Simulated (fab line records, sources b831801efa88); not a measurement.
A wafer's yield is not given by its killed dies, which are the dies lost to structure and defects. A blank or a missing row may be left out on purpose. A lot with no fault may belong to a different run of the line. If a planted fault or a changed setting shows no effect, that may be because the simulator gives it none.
A single fault, viewed from 2 desks	flow sky130	what lay behind the numbers comes last; until then each desk has only its own

## AT THE METROLOGY DESK
What the gauges read, lot by lot, whatever tool the lot ran on: means of the sampled wafers that have a number. A lot is out of limits, marked OUT, if its mean lies more than 4 standard deviations from the usual mean; the brackets give that distance.
Columns: A = METAL2_ALCU_THK at SKY_METAL2_THK_MEAS_06, usual 247.6 nm; B = cd-nm at SKY_METAL2_CD_MEAS_15, usual 139.8 nm; C = CAP2M_TIN_RS at SKY_CAP2M_RS_MEAS_03, usual 6.89 ohm/sq; D = CAP2M_TIN_THK at SKY_CAP2M_THK_MEAS_04, usual 198.9 nm
lot	first seen here	A	B	C	D
L583	day 33 12:26	245.9	138.7	6.88	200.8
L584	day 34 02:52	248.5	138.4	6.93	196.7
L586	day 36 04:07	242.3	140.7	6.88	199.2
L587	day 36 05:22	248.9	139.1	6.79	201.3
L590	day 36 08:10	243.5	139.7	6.84	199.9
L593	day 37 00:54	248.2	139.4	6.97	196.3
L594	day 37 10:14	246.4	140.8	6.87	199.1
L601	day 39 20:23	253.7	141.1	6.86	199.9
L600	day 39 23:22	247.4	141.9	7.56 (+10) OUT	182.5 (-7.8) OUT
L602	day 40 06:52	248.5	138.1	7.29 (+6.1) OUT	189.4 (-4.5) OUT
This desk's result: L600, L602 out of limits, first on L600 (CAP2M_TIN_RS at SKY_CAP2M_RS_MEAS_03), day 45 04:21. L583, L584, L586, L587, L590, L593, L594, L601 stayed within limits.

## DESK OF THE TOOL OWNER: pvd-sputter-01
At SKY_CAP2M_SPUTTER_02 (material TiN, target thk 200 nm, time 166.7 s) the tool's own readings: per lot run on this tool, the mean of the sampled wafers that have a number. A lot is out of limits, marked OUT, if its mean lies more than 4 standard deviations from the usual mean; the brackets give that distance.
Columns: A = substrate-temp-c at SKY_CAP2M_SPUTTER_02, usual 300.02 C; B = throttle-valve-pct at SKY_CAP2M_SPUTTER_02, usual 29.7 %
lot	first seen here	A	B
L584	day 39 21:10	300.00	29.4
L586	day 41 17:14	300.06	29.3
L590	day 41 21:27	299.89	30.1
L593	day 42 11:53	300.01	29.3
L594	day 42 20:53	300.12	29.4
L600	day 45 04:12	300.04	30.1
L602	day 45 10:35	299.93	28.9
Result from this desk: across the 7 lots, nothing is out of limits.

## BROUGHT TOGETHER
Metrology desk: alarm possible at day 45 04:21 on L600, L602.
Nothing out of limits was seen by the tool owner's desk.
The tool owner's desk has L600, L602 on record, within its limits.
All the named lots went through SKY_CAP2M_SPUTTER_02 on pvd-sputter-01.

## WHAT WAS PUT IN BY THE SIMULATOR
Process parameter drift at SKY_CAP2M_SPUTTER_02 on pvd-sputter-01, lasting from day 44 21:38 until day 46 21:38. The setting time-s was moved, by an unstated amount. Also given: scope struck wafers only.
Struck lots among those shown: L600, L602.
Hours from the fault's start to each desk's first reading out of limits: the metrology desk, 7.
